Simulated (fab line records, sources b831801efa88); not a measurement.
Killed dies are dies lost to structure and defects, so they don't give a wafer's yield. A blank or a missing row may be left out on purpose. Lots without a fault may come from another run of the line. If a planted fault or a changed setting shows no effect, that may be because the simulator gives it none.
Chamber matching + flow gf180mcu + GF_V3_CMP_26 on cmp-01 has 4 sister chambers
The step polishes, stops on SiO2, t overpolish 15 s, target thk 0 nm. 39 wafers are shown with their chamber, then 12 later ones without.

## EACH WAFER AND ITS CHAMBER
| wafer  | chamber | motorCurrentA (A) | timeToEndpointS (s) | headPressurePsi (psi) |
|--------|---------|-------------------|---------------------|-----------------------|
| L074.2 | 0       | 11.3              | 74                  | 3.512                 |
| L074.3 | 3       | 11.7              | 79                  | 3.516                 |
| L074.4 | 2       | 10.7              | 83                  | 3.492                 |
| L075.4 | 1       | 11.2              | 73                  | 3.506                 |
| L075.5 | 1       | 11.4              | 78                  | 3.518                 |
| L075.6 | 2       | 11.6              | 76                  | 3.509                 |
| L076.1 | 3       | 11.2              | 80                  | 3.496                 |
| L076.2 | 0       | 11.8              | 79                  | 3.508                 |
| L076.3 | 2       | 11.3              | 85                  | 3.503                 |
| L077.1 | 3       | 11.2              | 78                  | 3.505                 |
| L077.2 | 1       | 11.3              | 80                  | 3.501                 |
| L077.4 | 2       | 11.1              | 84                  | 3.501                 |
| L078.2 | 0       | 11.6              | 80                  | 3.515                 |
| L078.4 | 1       | 11.3              | 78                  | 3.513                 |
| L078.6 | 0       | 12.1              | 76                  | 3.497                 |
| L081.1 | 3       | 10.8              | 76                  | 3.496                 |
| L081.5 | 0       | 11.5              | 77                  | 3.501                 |
| L081.6 | 3       | 11.6              | 83                  | 3.482                 |
| L083.2 | 2       | 11.4              | 82                  | 3.499                 |
| L083.4 | 3       | 11.2              | 80                  | 3.493                 |
| L083.5 | 3       | 11.5              | 77                  | 3.503                 |
| L084.2 | 2       | 11.3              | 82                  | 3.504                 |
| L084.4 | 0       | 12.0              | 75                  | 3.497                 |
| L084.5 | 3       | 11.4              | 81                  | 3.499                 |
| L086.2 | 0       | 11.7              | 76                  | 3.503                 |
| L086.4 | 2       | 11.2              | 83                  | 3.506                 |
| L086.6 | 3       | 11.2              | 78                  | 3.499                 |
| L087.1 | 2       | 10.7              | 84                  | 3.498                 |
| L087.3 | 1       | 11.7              | 82                  | 3.506                 |
| L087.4 | 0       | 12.3              | 80                  | 3.508                 |
| L088.1 | 2       | 11.3              | 88                  | 3.502                 |
| L088.3 | 1       | 10.8              | 82                  | 3.491                 |
| L088.4 | 3       | 11.6              | 86                  | 3.485                 |
| L089.1 | 2       | 10.9              | 82                  | 3.503                 |
| L089.2 | 1       | 11.7              | 81                  | 3.491                 |
| L089.5 | 2       | 11.3              | 85                  | 3.502                 |
| L090.4 | 3       | 11.1              | 85                  | 3.496                 |
| L090.5 | 3       | 11.2              | 83                  | 3.489                 |
| L090.6 | 0       | 11.6              | 86                  | 3.502                 |

SIGNATURES, as means of the wafers listed above
| reading         | chamber 0 | chamber 1 | chamber 2 | chamber 3 | scatter within a chamber |
|-----------------|-----------|-----------|-----------|-----------|--------------------------|
| motorCurrentA   | 11.767    | 11.343    | 11.164    | 11.308    | 0.289                    |
| timeToEndpointS | 78.11     | 79.14     | 83.09     | 80.50     | 3.23                     |
| headPressurePsi | 3.50478   | 3.50371   | 3.50173   | 3.49658   | 0.00769                  |
Rule: a wafer lies at a distance from a chamber equal to the root of the sum of squares, over the readings, of (its reading less the chamber's mean, divided by the reading's scatter). The wafer belongs to the nearest chamber; if the next one is less than 2 further off, it can't be placed. How the scatter is found: for the shown wafers, subtract from each reading the mean of its chamber, square and add these, divide the total by (wafers less chambers), then take the root.

## WAFERS MISSING THEIR CHAMBER
| wafer  | motorCurrentA (A) | timeToEndpointS (s) | headPressurePsi (psi) |
|--------|-------------------|---------------------|-----------------------|
| L091.1 | 12.2              | 80                  | 3.503                 |
| L091.3 | 11.2              | 81                  | 3.497                 |
| L091.6 | 11.5              | 84                  | 3.511                 |
| L094.1 | 11.0              | 76                  | 3.509                 |
| L094.2 | 11.5              | 75                  | 3.493                 |
| L094.3 | 11.2              | 80                  | 3.500                 |
| L095.1 | 11.6              | 79                  | 3.489                 |
| L095.3 | 10.9              | 78                  | 3.498                 |
| L095.6 | 11.2              | 80                  | 3.497                 |
| L096.2 | 11.7              | 78                  | 3.500                 |
| L096.4 | 10.6              | 86                  | 3.511                 |
| L096.5 | 10.7              | 89                  | 3.495                 |

## CHAMBER TAKEN BY EACH
| wafer  | from the rows above               | in truth |
|--------|-----------------------------------|----------|
| L091.1 | can't be placed: 0 or 1 or 3      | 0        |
| L091.3 | can't be placed: 3 or 2 or 1 or 0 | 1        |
| L091.6 | can't be placed: 2 or 1 or 0 or 3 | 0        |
| L094.1 | can't be placed: 1 or 3 or 2 or 0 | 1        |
| L094.2 | can't be placed: 3 or 1 or 0 or 2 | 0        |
| L094.3 | can't be placed: 3 or 1 or 2 or 0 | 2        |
| L095.1 | can't be placed: 3 or 1 or 0 or 2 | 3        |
| L095.3 | can't be placed: 3 or 1 or 2 or 0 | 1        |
| L095.6 | can't be placed: 3 or 1 or 2 or 0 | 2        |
| L096.2 | can't be placed: 0 or 1 or 3 or 2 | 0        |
| L096.4 | can't be placed: 2 or 1 or 3      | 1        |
| L096.5 | can't be placed: 2 or 3 or 1      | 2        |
Placed correctly: 0 of 12. Not placeable from these rows: 12 (in 12, the candidates include the true chamber). Number placed wrongly: 0.
